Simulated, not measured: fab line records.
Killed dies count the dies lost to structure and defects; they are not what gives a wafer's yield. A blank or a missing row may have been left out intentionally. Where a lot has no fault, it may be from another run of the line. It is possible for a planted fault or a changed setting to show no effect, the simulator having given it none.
One fault seen from 2 desks -- flow gf180mcu -- every desk sees just its own numbers, and what lay behind them comes last

METROLOGY DESK
What the gauges read for every lot (on any tool): the sampled wafers with a number, averaged. Marked OUT: a lot whose mean sits more than 4 standard deviations from the usual mean, which makes it out of limits; the brackets give that distance.
Columns: A = M3_ALCU_RS at GF_M3_RS_MEAS_05, usual 0.0698 ohm/sq; B = V3_OVL at GF_V3_OVL_MEAS_15, usual -1 nm
lot,first seen here,A,B
L590,day 20 09:59,0.0698,-1
L591,day 20 15:26,0.0701,-3
L592,day 21 01:04,0.0694,7
L593,day 21 21:37,0.0697,-2
L594,day 22 08:20,0.0702,0
L603,day 25 05:16,0.0699,-4
L604,day 25 11:37,0.0719,-8
L605,day 25 18:53,0.0686,-4
L606,day 26 03:49,0.0702,-4
L608,day 26 23:56,0.0707,-5
L610,day 27 05:26,0.0716,-0
L611,day 27 12:29,0.0703,-3
L612,day 27 17:23,0.0687,10
L613,day 28 04:49,0.0701,-10
This desk found nothing out of limits on any of the 14 lots.

FOR THE TOOL OWNER'S DESK: pvd-sputter-02
The tool's own readings at GF_V4_SPUTTER_22 (material TiN, target thk 10 nm, time 40 s): means of the sampled wafers that have a number, for each lot that ran on this tool. Marked OUT: a lot whose mean sits more than 4 standard deviations from the usual mean, which makes it out of limits; the brackets give that distance.
Columns: A = cathode-dc-power-W at GF_V4_SPUTTER_22, usual 4000.1 W; B = chamber-pressure-pa at GF_V4_SPUTTER_22, usual 5.000 Pa; C = throttle-valve-pct at GF_V4_SPUTTER_22, usual 30.6 %
lot,first seen here,A,B,C
L590,day 25 00:40,3999.0,5.010,30.7
L603,day 28 20:41,4000.1,4.994,30.7
L604,day 29 01:18,4000.6,5.011,31.3
L613,day 31 12:30,4000.0,4.996,30.3
This desk found nothing out of limits on any of the 4 lots.

TAKEN TOGETHER
Metrology desk: nothing out of limits seen.
Nothing out of limits was seen by the tool owner's desk.

WHAT THE SIMULATOR PUT IN
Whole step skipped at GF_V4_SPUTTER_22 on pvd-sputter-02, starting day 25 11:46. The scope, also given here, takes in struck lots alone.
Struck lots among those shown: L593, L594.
